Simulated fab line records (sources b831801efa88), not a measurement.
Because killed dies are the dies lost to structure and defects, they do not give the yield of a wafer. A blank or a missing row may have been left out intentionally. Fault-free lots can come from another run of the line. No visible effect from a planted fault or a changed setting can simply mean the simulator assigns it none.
fab line records | flow sfqLine | part 1 of 2: steps 1 to 22 of 32
record: lots: 5 | wafers: 15 | lastDay: 78
route steps=325 shown M5@205 A5B@209 R5@212 I5@228
lots untouched by any fault: they come from a run of this same line in which no faults occurred
startH: hours from the record's opening day to when the first of the lot's shown wafers began | waitH: how many hours have passed since the lot's step before this one | " the same as in the row above | L1.1+2: a single row standing in for several wafers | - value missing, or start not given | * or withheld: withheld | < > ~ a bound
route shown NAME@n: NAME is a module with steps in the file, n the number in the route of the first one | usual: mean and standard deviation over wafers with no fault | same: alike in all rows | chamber/n: place in a boat | sites: each site's reading | _std_site: the standard deviation of these | _edge_site: inner sites' mean taken away from outer sites' mean | radiusMm: for every site, how far away it sits from the centre of the wafer | mask NAME#n: copy n | behind: the most recent tool/chamber to have shaped the wafer | hold: reason for holding the lot/hours on hold/outcome of the hold | device: whichever transistor did not switch (one of n, p or np) | end of line: at the end of the route, the tests of the same wafers | a step given without rows: its recipe and nothing more | killed: the dies lost at the first sort to structure and to defects; this is not the yield of the wafer | map: a wafer's dies, x killed, . not, _ none there
set.NAME: the run value of the setting; set.NAME@STEP: its run value at that earlier step | model.NAME: the simulator's own value behind a step, which no gauge read
lots at selected steps of the route; one table per step, one row per wafer
services: a tool's chamber out of use, with start hour (startH, from the record's first day; less than 0 if before it), hours out, and reason
== steps ==
step: SFQ_TRILAYER_M5_BARC_OPEN_METAL_ETCH_161
recipe: maskMaterial: PR | chemistry: O2 | targetDepthNm: 125 | target: BARC | icpW: 600 | biasW: 80 | pressureMtorr: 10 | timeS: 41.7
usual: chamberPressureMTorr: 10.000/0.0089 | drypumpMotorCurrentA: 5.5/0.3 | oesProductAu: 0.686/0.0047
lot.wafer | tool        | chamber | startH  | waitH | chamberPressureMTorr | drypumpMotorCurrentA | oesProductAu | rfHoursCounterH
L075.2    | rieMetal-03 | 1       | 1077.50 | 0.0   | 9.992                | 5.4                  | 0.697        | 88
L075.3    | "           | 0       | "       | "     | 9.999                | 5.3                  | 0.685        | -
L075.4    | "           | 1       | "       | "     | 10.004               | 5.4                  | 0.677        | -
L078.1    | rieMetal-03 | 0       | 1129.79 | 0.0   | 10.019               | 5.3                  | 0.687        | 104
L078.2    | "           | 1       | "       | "     | 9.988                | 5.4                  | 0.688        | 94
L078.3    | "           | 0       | "       | "     | 10.004               | 5.3                  | 0.684        | -
L079.1    | rieMetal-02 | 1       | 1134.22 | 0.0   | 10.004               | 5.9                  | 0.679        | 1
L079.2    | "           | 0       | "       | "     | 10.001               | 5.7                  | 0.689        | 38
L079.5    | "           | 1       | "       | "     | 9.987                | 5.9                  | 0.686        | -
L080.3    | rieMetal-01 | 0       | 1151.54 | 0.0   | 10.005               | 5.1                  | 0.689        | -
L080.5    | "           | 1       | "       | "     | 10.011               | 5.2                  | 0.686        | -
L080.6    | "           | 0       | "       | "     | 10.002               | 5.0                  | 0.692        | -
L086.2    | rieMetal-02 | 1       | 1346.85 | 0.0   | 10.008               | 5.9                  | 0.696        | 19
L086.5    | "           | 1       | "       | "     | 9.994                | 5.9                  | 0.686        | -
L086.6    | "           | 0       | "       | "     | 10.002               | 5.7                  | 0.685        | -
step: SFQ_TRILAYER_M5_ETCH_METAL_ETCH_126
recipe: target: Nb | stopOn: SiO2 | maskMaterial: PR | overEtchFrac: 0.15 | timeS: 203.2 | chemistry: Cl2/BCl3 | targetDepthNm: 265 | icpW: 600 | biasW: 80 | pressureMtorr: 10
usual: chamberPressureMTorr: 10.000/0.01 | drypumpMotorCurrentA: 5.5/0.3 | oesProductAu: 0.728/0.0063
lot.wafer | tool        | chamber | startH  | waitH | chamberPressureMTorr | drypumpMotorCurrentA | oesProductAu | rfHoursCounterH
L075.2    | rieMetal-03 | 1       | 1077.56 | 0.0   | 10.007               | 5.4                  | 0.730        | 88
L075.3    | "           | 0       | "       | "     | 9.998                | 5.3                  | 0.729        | -
L075.4    | "           | 1       | "       | "     | 9.997                | 5.4                  | 0.730        | -
L078.1    | rieMetal-03 | 0       | 1129.85 | 0.0   | 10.014               | 5.3                  | 0.735        | 104
L078.2    | "           | 1       | "       | "     | 10.008               | 5.4                  | 0.724        | 94
L078.3    | "           | 0       | "       | "     | 9.999                | 5.3                  | 0.742        | -
L079.1    | rieMetal-02 | 1       | 1134.28 | 0.0   | 9.985                | 5.9                  | 0.728        | 1
L079.2    | "           | 0       | "       | "     | 9.993                | 5.7                  | 0.735        | 38
L079.5    | "           | 1       | "       | "     | 9.991                | 5.9                  | 0.731        | -
L080.3    | rieMetal-01 | 0       | 1151.64 | 0.1   | 10.006               | 5.1                  | 0.721        | -
L080.5    | "           | 1       | "       | "     | 9.988                | 5.2                  | 0.720        | -
L080.6    | "           | 0       | "       | "     | 10.009               | 5.1                  | 0.742        | -
L086.2    | rieMetal-02 | 1       | 1346.91 | 0.0   | 10.008               | 5.9                  | 0.731        | 19
L086.5    | "           | 1       | "       | "     | 10.013               | 6.0                  | 0.729        | -
L086.6    | "           | 0       | "       | "     | 10.002               | 5.8                  | 0.734        | -
step: SFQ_TRILAYER_M5_STRIP_STRIP_127
recipe: gas: O2 | powerW: 200 | platenTempC: 40 | overashFraction: 0.65 | chemistry: O2 | pressureMtorr: 50
usual: chamberPressureMTorr: 50.00/0.048 | drypumpMotorCurrentA: 5.5/0.3 | oesProductAu: 1.012/0.01
lot.wafer | tool        | chamber | startH  | waitH | chamberPressureMTorr | drypumpMotorCurrentA | oesProductAu | rfHoursCounterH
L075.2    | rieMetal-03 | 1       | 1077.75 | 0.1   | 49.93                | 5.4                  | 1.012        | 89
L075.3    | "           | 0       | "       | "     | 49.97                | 5.3                  | 0.993        | -
L075.4    | "           | 1       | "       | "     | 50.02                | 5.4                  | 1.013        | -
L078.1    | rieMetal-03 | 0       | 1130.05 | 0.1   | 49.89                | 5.3                  | 1.002        | 104
L078.2    | "           | 1       | "       | "     | 50.05                | 5.4                  | 1.025        | 94
L078.3    | "           | 0       | "       | "     | 50.05                | 5.3                  | 1.004        | -
L079.1    | rieMetal-02 | 1       | 1134.47 | 0.1   | 49.99                | 5.9                  | 1.024        | 1
L079.2    | "           | 0       | "       | "     | 49.99                | 5.8                  | 1.017        | 38
L079.5    | "           | 1       | "       | "     | 49.98                | 6.0                  | 1.025        | -
L080.3    | rieMetal-01 | 0       | 1151.97 | 0.3   | 50.02                | 5.1                  | 0.999        | -
L080.5    | "           | 1       | "       | "     | 49.97                | 5.2                  | 1.034        | -
L080.6    | "           | 0       | "       | "     | 50.06                | 5.1                  | 1.008        | -
L086.2    | rieMetal-02 | 1       | 1347.10 | 0.1   | 49.94                | 5.9                  | 1.005        | 19
L086.5    | "           | 1       | "       | "     | 50.05                | 6.0                  | 1.011        | -
L086.6    | "           | 0       | "       | "     | 49.98                | 5.8                  | 1.015        | -
step: SFQ_TRILAYER_M5_STRIP_SOLV_CLEAN_128
recipe: chemistry: NMP | tempC: 70 | timeS: 600
lot.wafer  | tool        | chamber | startH  | waitH
L075.2+3+4 | wetBench-01 | 7,2,3   | 1078.35 | 0.4
L078.1+2+3 | wetBench-01 | 7,0,3   | 1130.65 | 0.4
L079.1+2+5 | wetBench-04 | 4,3,7   | 1135.07 | 0.4
L080.3+5+6 | wetBench-03 | 4,1,5   | 1152.37 | 0.2
L086.2+5+6 | wetBench-03 | 2,5,3   | 1347.70 | 0.4
step: SFQ_TRILAYER_A5B_DEP_PECVD_129
recipe: material: SiO2 | tempC: 150 | timeS: 133.33 | pressureTorr: 2.4 | rfW: 183.3 | precursor: SiH4/N2O | targetThkNm: 600
usual: heaterPowerW: 74/14 | throttleValvePct: 24.2/0.67
lot.wafer | tool     | chamber | startH  | waitH | heaterPowerW | throttleValvePct
L075.2    | pecvd-04 | 0       | 1078.53 | 0.0   | 88           | 22.8
L075.3    | "        | 1       | "       | "     | 102          | 22.2
L075.4    | "        | 1       | "       | "     | 104          | 22.4
L078.1    | pecvd-02 | 0       | 1130.82 | 0.0   | 84           | 24.1
L078.2    | "        | 1       | "       | "     | 58           | 23.6
L078.3    | "        | 2       | "       | "     | 68           | 23.7
L079.1    | pecvd-01 | 0       | 1135.25 | 0.0   | 87           | 24.8
L079.2    | "        | 1       | "       | "     | 58           | 23.6
L079.5    | "        | 1       | "       | "     | 59           | 23.7
L080.3    | pecvd-01 | 0       | 1152.55 | 0.0   | 82           | 24.3
L080.5    | "        | 2       | "       | "     | 80           | 25.4
L080.6    | "        | 1       | "       | "     | 53           | 23.4
L086.2    | pecvd-01 | 0       | 1347.88 | 0.0   | 79           | 24.8
L086.5    | "        | 0       | "       | "     | 86           | 24.7
L086.6    | "        | 1       | "       | "     | 62           | 23.7
step: SFQ_TRILAYER_A5B_CMP_CMP_130
recipe: stopOn: Nb | downForcePsi: 3 | platenRpm: 60 | targetThkNm: 340.7
usual: motorCurrentA: 10.0/0.55
lot.wafer | tool   | chamber | startH  | waitH | motorCurrentA
L075.4    | cmp-02 | 0       | 1103.70 | 25.1  | 9.6
L075.2    | "      | 1       | "       | "     | 10.4
L075.3    | "      | 3       | 1105.20 | 26.6  | 9.8
L078.1    | cmp-01 | 3       | 1131.41 | 0.5   | 10.7
L078.3    | "      | 0       | "       | "     | 9.3
L078.2    | "      | 1       | "       | "     | 10.2
L079.1    | cmp-01 | 2       | 1135.84 | 0.5   | 10.3
L079.2    | "      | 0       | 1136.84 | 1.5   | 10.2
L079.5    | "      | 1       | "       | "     | 10.3
L080.3    | cmp-02 | 1       | 1155.70 | 3.1   | 9.9
L080.6    | "      | 2       | "       | "     | 9.3
L080.5    | "      | 3       | "       | "     | 9.8
L086.2    | cmp-02 | 2       | 1354.60 | 6.7   | 9.4
L086.6    | "      | 1       | 1356.10 | 8.1   | 9.7
L086.5    | "      | 2       | "       | "     | 9.6
step: SFQ_TRILAYER_A5B_METRO_MEASURE_131
usual: thkNm: 342/7.3
lot.wafer | tool         | chamber | startH  | waitH | thkNm
L075.2    | filmMetro-02 | -       | 1106.90 | 2.2   | 344
L075.3    | "            | -       | "       | "     | 332
L075.4    | "            | -       | "       | "     | 341
L078.1    | filmMetro-04 | -       | 1133.91 | 2.0   | 347
L078.2    | "            | -       | "       | "     | 341
L078.3    | "            | -       | "       | "     | 354
L079.1    | filmMetro-04 | -       | 1138.34 | 2.0   | 341
L079.2    | "            | -       | "       | "     | 349
L079.5    | "            | -       | "       | "     | 336
L080.3    | filmMetro-03 | -       | 1157.60 | 1.4   | 344
L080.5    | "            | -       | "       | "     | 331
L080.6    | "            | -       | "       | "     | 333
L086.2    | filmMetro-03 | -       | 1357.30 | 2.2   | 339
L086.5    | "            | -       | "       | "     | 337
L086.6    | "            | -       | "       | "     | 343
step: SFQ_TRILAYER_R5_DEP_SPUTTER_132
recipe: material: Ti | basePressurePa: 1.33e-06 | targetThkNm: 5 | powerW: 2000 | timeS: 5 | chamberPressurePa: 0.4
usual: throttleValvePct: 30.1/1.1
lot.wafer | tool          | chamber | startH  | waitH | throttleValvePct
L075.2    | pvdSputter-03 | -       | 1107.90 | 0.8   | 30.4
L075.3    | "             | -       | "       | "     | 28.8
L075.4    | "             | -       | "       | "     | 30.6
L078.1    | pvdSputter-03 | -       | 1135.11 | 1.0   | 28.7
L078.2    | "             | -       | "       | "     | 31.1
L078.3    | "             | -       | "       | "     | 30.5
L079.1    | pvdSputter-05 | -       | 1139.54 | 1.0   | 31.4
L079.2    | "             | -       | "       | "     | 30.6
L079.5    | "             | -       | "       | "     | 31.6
L080.3    | pvdSputter-05 | -       | 1158.40 | 0.6   | 31.8
L080.5    | "             | -       | "       | "     | 30.4
L080.6    | "             | -       | "       | "     | 31.8
L086.2    | pvdSputter-03 | -       | 1358.30 | 0.8   | 31.1
L086.5    | "             | -       | "       | "     | 30.0
L086.6    | "             | -       | "       | "     | 30.3
step: SFQ_TRILAYER_R5_DEP_SPUTTER_133
recipe: material: MoNx | basePressurePa: 1.33e-06 | targetThkNm: 40 | powerW: 1000 | timeS: 66.7 | chamberPressurePa: 0.4
usual: throttleValvePct: 30.1/1.1
lot.wafer | tool          | chamber | startH  | waitH | throttleValvePct
L075.2    | pvdSputter-03 | -       | 1107.92 | 0.0   | 30.2
L075.3    | "             | -       | "       | "     | 28.8
L075.4    | "             | -       | "       | "     | 30.9
L078.1    | pvdSputter-03 | -       | 1135.13 | 0.0   | 28.7
L078.2    | "             | -       | "       | "     | 31.0
L078.3    | "             | -       | "       | "     | 30.5
L079.1    | pvdSputter-05 | -       | 1139.56 | 0.0   | 30.9
L079.2    | "             | -       | "       | "     | 30.6
L079.5    | "             | -       | "       | "     | 31.8
L080.3    | pvdSputter-05 | -       | 1158.42 | 0.0   | 31.8
L080.5    | "             | -       | "       | "     | 30.3
L080.6    | "             | -       | "       | "     | 31.6
L086.2    | pvdSputter-03 | -       | 1358.32 | 0.0   | 31.1
L086.5    | "             | -       | "       | "     | 29.9
L086.6    | "             | -       | "       | "     | 30.3
step: SFQ_TRILAYER_R5_DEP_SPUTTER_134
recipe: material: Ti | basePressurePa: 1.33e-06 | targetThkNm: 5 | powerW: 2000 | timeS: 5 | chamberPressurePa: 0.4
usual: throttleValvePct: 30.1/1.1
lot.wafer | tool          | chamber | startH  | waitH | throttleValvePct
L075.2    | pvdSputter-03 | -       | 1107.97 | 0.0   | 30.0
L075.3    | "             | -       | "       | "     | 28.9
L075.4    | "             | -       | "       | "     | 31.3
L078.1    | pvdSputter-03 | -       | 1135.18 | 0.0   | 28.6
L078.2    | "             | -       | "       | "     | 31.4
L078.3    | "             | -       | "       | "     | 30.6
L079.1    | pvdSputter-05 | -       | 1139.61 | 0.0   | 31.3
L079.2    | "             | -       | "       | "     | 30.7
L079.5    | "             | -       | "       | "     | 31.6
L080.3    | pvdSputter-05 | -       | 1158.47 | 0.0   | 31.6
L080.5    | "             | -       | "       | "     | 30.2
L080.6    | "             | -       | "       | "     | 31.7
L086.2    | pvdSputter-03 | -       | 1358.37 | 0.0   | 31.3
L086.5    | "             | -       | "       | "     | 30.0
L086.6    | "             | -       | "       | "     | 30.4
step: SFQ_R5_RS_MEAS_933
recipe: thkMeasGauge: four-point-probe | reads: Ti_of_TRILAYER_R5_DEP_SPUTTER_134+MoNx_of_TRILAYER_R5_DEP_SPUTTER_133+Ti_of_TRILAYER_R5_DEP_SPUTTER_132
usual: R5_MONX_RS: 7.06/0.091
lot.wafer | tool         | chamber | startH  | waitH | R5_MONX_RS[ohm/sq]
L075.2    | filmMetro-03 | -       | 1108.01 | 0.0   | 7.14
L075.3    | "            | -       | "       | "     | 7.06
L075.4    | "            | -       | "       | "     | 6.95
L078.1    | filmMetro-01 | -       | 1135.20 | 0.0   | 7.12
L078.2    | "            | -       | "       | "     | 7.00
L078.3    | "            | -       | "       | "     | 7.04
L079.1    | filmMetro-01 | -       | 1139.63 | 0.0   | 7.00
L079.2    | "            | -       | "       | "     | 7.14
L079.5    | "            | -       | "       | "     | 7.07
L080.3    | filmMetro-04 | -       | 1158.53 | 0.0   | 6.90
L080.5    | "            | -       | "       | "     | 7.09
L080.6    | "            | -       | "       | "     | 6.87
L086.2    | filmMetro-01 | -       | 1358.41 | 0.0   | 7.10
L086.5    | "            | -       | "       | "     | 7.21
L086.6    | "            | -       | "       | "     | 7.10
step: SFQ_R5_THK_MEAS_934
recipe: thkMeasGauge: xrf | reads: MoNx_of_TRILAYER_R5_DEP_SPUTTER_133
usual: R5_MONX_THK: 41.0/0.56
lot.wafer | tool         | chamber | startH  | waitH | R5_MONX_THK[nm]
L075.2    | filmMetro-03 | -       | 1108.12 | 0.1   | 40.7
L075.3    | "            | -       | "       | "     | 40.9
L075.4    | "            | -       | "       | "     | 41.7
L078.1    | filmMetro-01 | -       | 1135.32 | 0.1   | 40.6
L078.2    | "            | -       | "       | "     | 41.2
L078.3    | "            | -       | "       | "     | 40.8
L079.1    | filmMetro-01 | -       | 1139.75 | 0.1   | 41.1
L079.2    | "            | -       | "       | "     | 40.6
L079.5    | "            | -       | "       | "     | 41.1
L080.3    | filmMetro-04 | -       | 1158.63 | 0.1   | 42.2
L080.5    | "            | -       | "       | "     | 40.4
L080.6    | "            | -       | "       | "     | 41.9
L086.2    | filmMetro-01 | -       | 1358.52 | 0.1   | 40.7
L086.5    | "            | -       | "       | "     | 40.1
L086.6    | "            | -       | "       | "     | 40.7
step: SFQ_TRILAYER_R5_LITHO_COAT_141
recipe: resist: BARC | spinRpm: 3000 | resistThkNm: 62
usual: exhaustPa: 44.9/0.83
lot.wafer | tool          | chamber | startH  | waitH | exhaustPa
L075.2    | lithoTrack-04 | 0       | 1108.22 | 0.1   | 45.3
L075.3    | "             | 0       | "       | "     | 45.4
L075.4    | "             | 0       | "       | "     | 46.7
L078.1    | lithoTrack-01 | 0       | 1135.38 | 0.1   | 44.9
L078.2    | "             | 0       | "       | "     | 45.3
L078.3    | "             | 0       | "       | "     | 45.4
L079.1    | lithoTrack-01 | 0       | 1139.81 | 0.1   | 45.5
L079.2    | "             | 0       | "       | "     | 44.2
L079.5    | "             | 0       | "       | "     | 43.8
L080.3    | lithoTrack-01 | 0       | 1158.77 | 0.1   | 45.8
L080.5    | "             | 0       | "       | "     | 44.6
L080.6    | "             | 0       | "       | "     | 45.5
L086.2    | lithoTrack-03 | 0       | 1358.62 | 0.1   | 45.3
L086.5    | "             | 0       | "       | "     | 43.9
L086.6    | "             | 0       | "       | "     | 45.6
step: SFQ_TRILAYER_R5_LITHO_COAT_136
recipe: resist: KrF | spinRpm: 3000 | resistThkNm: 600
usual: exhaustPa: 45.1/0.97
lot.wafer | tool          | chamber | startH  | waitH | exhaustPa
L075.2    | lithoTrack-04 | 0       | 1108.52 | 0.2   | 43.7
L075.3    | "             | 0       | "       | "     | 43.4
L075.4    | "             | 0       | "       | "     | 44.7
L078.1    | lithoTrack-01 | 0       | 1135.68 | 0.2   | 46.3
L078.2    | "             | 0       | "       | "     | 46.1
L078.3    | "             | 0       | "       | "     | 45.9
L079.1    | lithoTrack-01 | 0       | 1140.11 | 0.2   | 44.5
L079.2    | "             | 0       | "       | "     | 45.7
L079.5    | "             | 0       | "       | "     | 44.2
L080.3    | lithoTrack-01 | 0       | 1159.07 | 0.2   | 46.7
L080.5    | "             | 0       | "       | "     | 45.3
L080.6    | "             | 0       | "       | "     | 46.0
L086.2    | lithoTrack-03 | 0       | 1358.92 | 0.2   | 46.0
L086.5    | "             | 0       | "       | "     | 45.4
L086.6    | "             | 0       | "       | "     | 46.1
step: SFQ_TRILAYER_R5_LITHO_SOFTBAKE_140
recipe: tempC: withheld | timeS: withheld | resist: KrF
usual: exhaustPa: 45.1/0.84
lot.wafer | tool          | chamber | startH  | waitH | exhaustPa
L075.2    | lithoTrack-04 | 0       | 1108.80 | 0.2   | 46.0
L075.3    | "             | 0       | "       | "     | 45.7
L075.4    | "             | 0       | "       | "     | 46.4
L078.1    | lithoTrack-01 | 0       | 1135.98 | 0.2   | 45.9
L078.2    | "             | 0       | "       | "     | 45.8
L078.3    | "             | 0       | "       | "     | 45.0
L079.1    | lithoTrack-01 | 0       | 1140.41 | 0.2   | 46.0
L079.2    | "             | 0       | "       | "     | 45.7
L079.5    | "             | 0       | "       | "     | 45.9
L080.3    | lithoTrack-01 | 0       | 1159.32 | 0.2   | 45.2
L080.5    | "             | 0       | "       | "     | 44.6
L080.6    | "             | 0       | "       | "     | 43.4
L086.2    | lithoTrack-03 | 0       | 1359.20 | 0.2   | 44.8
L086.5    | "             | 0       | "       | "     | 45.5
L086.6    | "             | 0       | "       | "     | 46.0
step: SFQ_TRILAYER_R5_LITHO_EXPOSE_137
recipe: maskId: R5 | na: 0.6 | sourceShape: conventional | sigmaOuter: 0.65 | targetCdNm: 500 | doseMj: 14.4
same: na: 0.6
lot.wafer  | tool          | chamber | startH  | waitH | mask
L075.2+3+4 | krfScanner-01 | 0       | 1257.81 | -     | R5#0
L078.1+2+3 | krfScanner-02 | 0       | 1287.74 | -     | R5#0
L079.1+2+5 | krfScanner-02 | 0       | 1291.34 | -     | R5#0
L080.3+5+6 | krfScanner-02 | 0       | 1295.44 | -     | R5#0
L086.2+5+6 | krfScanner-02 | 0       | 1482.03 | -     | R5#0
step: SFQ_TRILAYER_R5_LITHO_PEB_139
recipe: pebTempC: 115 | pebTimeS: 60 | resist: KrF
usual: exhaustPa: 45.1/0.82
lot.wafer | tool          | chamber | startH  | waitH | exhaustPa
L075.2    | lithoTrack-03 | 0       | 1258.84 | 0.8   | 44.8
L075.3    | "             | 0       | "       | "     | 43.1
L075.4    | "             | 0       | "       | "     | 44.8
L078.1    | lithoTrack-01 | 0       | 1288.94 | 1.0   | 43.8
L078.2    | "             | 0       | "       | "     | 44.3
L078.3    | "             | 0       | "       | "     | 44.3
L079.1    | lithoTrack-01 | 0       | 1292.54 | 1.0   | 46.8
L079.2    | "             | 0       | "       | "     | 45.0
L079.5    | "             | 0       | "       | "     | 46.1
L080.3    | lithoTrack-03 | 0       | 1296.29 | 0.7   | 45.7
L080.5    | "             | 0       | "       | "     | 45.2
L080.6    | "             | 0       | "       | "     | 44.0
L086.2    | lithoTrack-03 | 0       | 1483.06 | 0.8   | 44.2
L086.5    | "             | 0       | "       | "     | 46.0
L086.6    | "             | 0       | "       | "     | 44.3
step: SFQ_TRILAYER_R5_LITHO_DEVELOP_138
recipe: timeS: 60 | resist: KrF
usual: exhaustPa: 45.0/0.81
lot.wafer | tool          | chamber | startH  | waitH | exhaustPa
L075.2    | lithoTrack-03 | 0       | 1258.99 | 0.1   | 45.5
L075.3    | "             | 0       | "       | "     | 43.8
L075.4    | "             | 0       | "       | "     | 45.1
L078.1    | lithoTrack-01 | 0       | 1289.09 | 0.1   | 45.4
L078.2    | "             | 0       | "       | "     | 45.1
L078.3    | "             | 0       | "       | "     | 45.0
L079.1    | lithoTrack-01 | 0       | 1292.69 | 0.1   | 46.1
L079.2    | "             | 0       | "       | "     | 45.4
L079.5    | "             | 0       | "       | "     | 45.0
L080.3    | lithoTrack-03 | 0       | 1296.44 | 0.1   | 45.1
L080.5    | "             | 0       | "       | "     | 45.9
L080.6    | "             | 0       | "       | "     | 45.3
L086.2    | lithoTrack-03 | 0       | 1483.21 | 0.1   | 45.2
L086.5    | "             | 0       | "       | "     | 44.3
L086.6    | "             | 0       | "       | "     | 45.2
step: SFQ_R5_OVL_MEAS_935
usual: R5_OVL: 3/5.7
lot.wafer | tool       | chamber | startH  | waitH | R5_OVL[nm]
L075.2    | overlay-01 | -       | 1259.12 | 0.1   | 10
L075.3    | "          | -       | "       | "     | 6
L075.4    | "          | -       | "       | "     | 9
L078.1    | overlay-01 | -       | 1289.24 | 0.1   | 19
L078.2    | "          | -       | "       | "     | 10
L078.3    | "          | -       | "       | "     | 8
L079.1    | overlay-02 | -       | 1292.84 | 0.1   | -2
L079.2    | "          | -       | "       | "     | -3
L079.5    | "          | -       | "       | "     | 0
L080.3    | overlay-01 | -       | 1296.55 | 0.1   | 3
L080.5    | "          | -       | "       | "     | -4
L080.6    | "          | -       | "       | "     | 3
L086.2    | overlay-01 | -       | 1483.34 | 0.1   | 9
L086.5    | "          | -       | "       | "     | 7
L086.6    | "          | -       | "       | "     | 10
step: SFQ_TRILAYER_R5_BARC_OPEN_METAL_ETCH_177
recipe: maskMaterial: PR | chemistry: O2 | targetDepthNm: 125 | target: BARC | icpW: 600 | biasW: 80 | pressureMtorr: 10 | timeS: 41.7
usual: chamberPressureMTorr: 10.001/0.0085 | drypumpMotorCurrentA: 5.4/0.37 | oesProductAu: 0.685/0.0046
lot.wafer | tool        | chamber | startH  | waitH | chamberPressureMTorr | drypumpMotorCurrentA | oesProductAu | rfHoursCounterH
L075.2    | rieMetal-03 | 1       | 1259.15 | 0.0   | 10.007               | 5.4                  | 0.686        | 108
L075.3    | "           | 0       | "       | "     | 9.986                | 5.3                  | 0.685        | -
L075.4    | "           | 1       | "       | "     | 10.013               | 5.4                  | 0.697        | -
L078.1    | rieMetal-04 | 0       | 1289.27 | 0.0   | 9.994                | 5.1                  | 0.687        | 141
L078.2    | "           | 0       | "       | "     | 10.011               | 5.1                  | 0.677        | -
L078.3    | "           | 0       | "       | "     | 10.008               | 5.1                  | 0.684        | -
L079.1    | rieMetal-02 | 1       | 1292.87 | 0.0   | 9.999                | 5.9                  | 0.688        | 15
L079.2    | "           | 0       | "       | "     | 9.989                | 5.8                  | 0.687        | 55
L079.5    | "           | 0       | "       | "     | 10.000               | 5.7                  | 0.685        | -
L080.3    | rieMetal-03 | 1       | 1296.59 | 0.0   | 9.994                | 5.4                  | 0.687        | -
L080.5    | "           | 0       | "       | "     | 10.008               | 5.3                  | 0.690        | -
L080.6    | "           | 1       | "       | "     | 10.003               | 5.4                  | 0.690        | -
L086.2    | rieMetal-02 | 0       | 1483.37 | 0.0   | 9.996                | 5.8                  | 0.688        | 79
L086.5    | "           | 1       | "       | "     | 10.007               | 5.9                  | 0.681        | -
L086.6    | "           | 0       | "       | "     | 10.004               | 5.8                  | 0.690        | -
step: SFQ_TRILAYER_R5_ETCH_METAL_ETCH_139
recipe: stopOn: SiO2 | maskMaterial: PR | chemistry: Cl2 | targetDepthNm: 60 | icpW: 600 | biasW: 80 | pressureMtorr: 10 | timeS: 40
usual: chamberPressureMTorr: 10.001/0.01 | drypumpMotorCurrentA: 5.4/0.37 | oesProductAu: 0.993/0.0059
lot.wafer | tool        | chamber | startH  | waitH | chamberPressureMTorr | drypumpMotorCurrentA | oesProductAu | rfHoursCounterH
L075.2    | rieMetal-03 | 1       | 1259.21 | 0.0   | 9.991                | 5.4                  | 0.996        | 108
L075.3    | "           | 0       | "       | "     | 9.995                | 5.3                  | 0.996        | -
L075.4    | "           | 1       | "       | "     | 10.013               | 5.4                  | 1.003        | -
L078.1    | rieMetal-04 | 0       | 1289.39 | 0.1   | 10.015               | 5.1                  | 0.991        | 141
L078.2    | "           | 0       | "       | "     | 9.993                | 5.1                  | 0.996        | -
L078.3    | "           | 0       | "       | "     | 9.993                | 5.1                  | 0.992        | -
L079.1    | rieMetal-02 | 1       | 1292.93 | 0.0   | 9.987                | 5.9                  | 0.994        | 15
L079.2    | "           | 0       | "       | "     | 10.003               | 5.8                  | 0.995        | 55
L079.5    | "           | 0       | "       | "     | 10.000               | 5.7                  | 0.998        | -
L080.3    | rieMetal-03 | 1       | 1296.65 | 0.0   | 10.001               | 5.4                  | 1.002        | -
L080.5    | "           | 0       | "       | "     | 9.990                | 5.3                  | 0.990        | -
L080.6    | "           | 1       | "       | "     | 10.012               | 5.4                  | 0.990        | -
L086.2    | rieMetal-02 | 0       | 1483.43 | 0.0   | 9.985                | 5.8                  | 0.993        | 79
L086.5    | "           | 1       | "       | "     | 9.992                | 5.9                  | 0.996        | -
L086.6    | "           | 0       | "       | "     | 9.991                | 5.8                  | 0.996        | -
step: SFQ_TRILAYER_R5_STRIP_STRIP_140
recipe: gas: O2 | powerW: 200 | platenTempC: 40 | overashFraction: 0.65 | chemistry: O2 | pressureMtorr: 50
usual: chamberPressureMTorr: 50.00/0.048 | drypumpMotorCurrentA: 5.4/0.37 | oesProductAu: 1.008/0.011
lot.wafer | tool        | chamber | startH  | waitH | chamberPressureMTorr | drypumpMotorCurrentA | oesProductAu | rfHoursCounterH
L075.2    | rieMetal-03 | 1       | 1259.27 | 0.0   | 49.89                | 5.4                  | 1.017        | 108
L075.3    | "           | 0       | "       | "     | 50.02                | 5.3                  | 0.991        | -
L075.4    | "           | 1       | "       | "     | 49.99                | 5.4                  | 1.019        | -
L078.1    | rieMetal-04 | 0       | 1289.51 | 0.1   | 49.99                | 5.1                  | 1.018        | 142
L078.2    | "           | 0       | "       | "     | 50.10                | 5.1                  | 1.004        | -
L078.3    | "           | 0       | "       | "     | 49.99                | 5.0                  | 1.017        | -
L079.1    | rieMetal-02 | 1       | 1292.99 | 0.0   | 50.03                | 6.0                  | 1.011        | 15
L079.2    | "           | 0       | "       | "     | 49.89                | 5.8                  | 1.010        | 56
L079.5    | "           | 0       | "       | "     | 49.97                | 5.7                  | 1.018        | -
L080.3    | rieMetal-03 | 1       | 1296.89 | 0.2   | 49.95                | 5.4                  | 1.018        | -
L080.5    | "           | 0       | "       | "     | 50.00                | 5.3                  | 0.998        | -
L080.6    | "           | 1       | "       | "     | 50.01                | 5.4                  | 1.025        | -
L086.2    | rieMetal-02 | 0       | 1483.49 | 0.0   | 50.07                | 5.8                  | 1.019        | 79
L086.5    | "           | 1       | "       | "     | 49.96                | 5.9                  | 1.016        | -
L086.6    | "           | 0       | "       | "     | 49.99                | 5.7                  | 1.003        | -
